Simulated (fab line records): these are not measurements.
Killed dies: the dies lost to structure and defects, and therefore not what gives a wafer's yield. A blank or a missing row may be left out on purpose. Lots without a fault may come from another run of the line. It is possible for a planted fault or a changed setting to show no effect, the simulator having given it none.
Chamber matching	flow sky130	cmp-02 running SKY_VIA2_CMP_02: 4 sister chambers
The step polishes SiO2. 14 wafers are shown with their chamber, then 7 later ones without.

## WAFERS PAIRED WITH THEIR CHAMBERS
wafer	chamber	motor-current-A (A)
L126.1	2	12.2
L126.2	1	10.2
L126.4	3	13.5
L128.1	1	10.3
L128.5	2	11.4
L128.6	3	12.4
L130.1	1	10.3
L130.4	3	12.3
L130.6	0	11.1
L136.1	2	12.0
L136.3	1	10.6
L136.4	0	11.3
L137.4	1	10.1
L137.5	1	10.4

SIGNATURES (averages over the wafers above)
reading	chamber 0	chamber 1	chamber 2	chamber 3	scatter within a chamber
motor-current-A	11.200	10.317	11.867	12.733	0.374
Rule: for each reading, subtract the chamber's mean from the wafer's reading, divide by that reading's scatter and square the result; add these up over the readings and take the root, which gives the wafer's distance from the chamber. The wafer belongs to the nearest chamber; if the next one is less than 2 further off, it can't be placed. The scatter: take each reading less its chamber's mean, square it, sum over the shown wafers, divide by the number of wafers less the number of chambers, and take the root.

## WAFERS WITHOUT THEIR CHAMBER
wafer	motor-current-A (A)
L137.6	11.8
L148.2	12.9
L148.4	11.4
L148.5	11.7
L147.3	12.0
L147.4	10.7
L147.5	11.0

## CHAMBER TAKEN BY EACH
wafer	from the rows above	in truth
L137.6	can't be placed: 2 or 0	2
L148.2	3	3
L148.4	can't be placed: 0 or 2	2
L148.5	can't be placed: 2 or 0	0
L147.3	can't be placed: 2 or 3 or 0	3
L147.4	can't be placed: 1 or 0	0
L147.5	can't be placed: 0 or 1 or 2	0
Correct placement for 1 of the 7. Not placeable from these rows: 6 (in 6, the candidates include the true chamber). 0 placed wrongly.
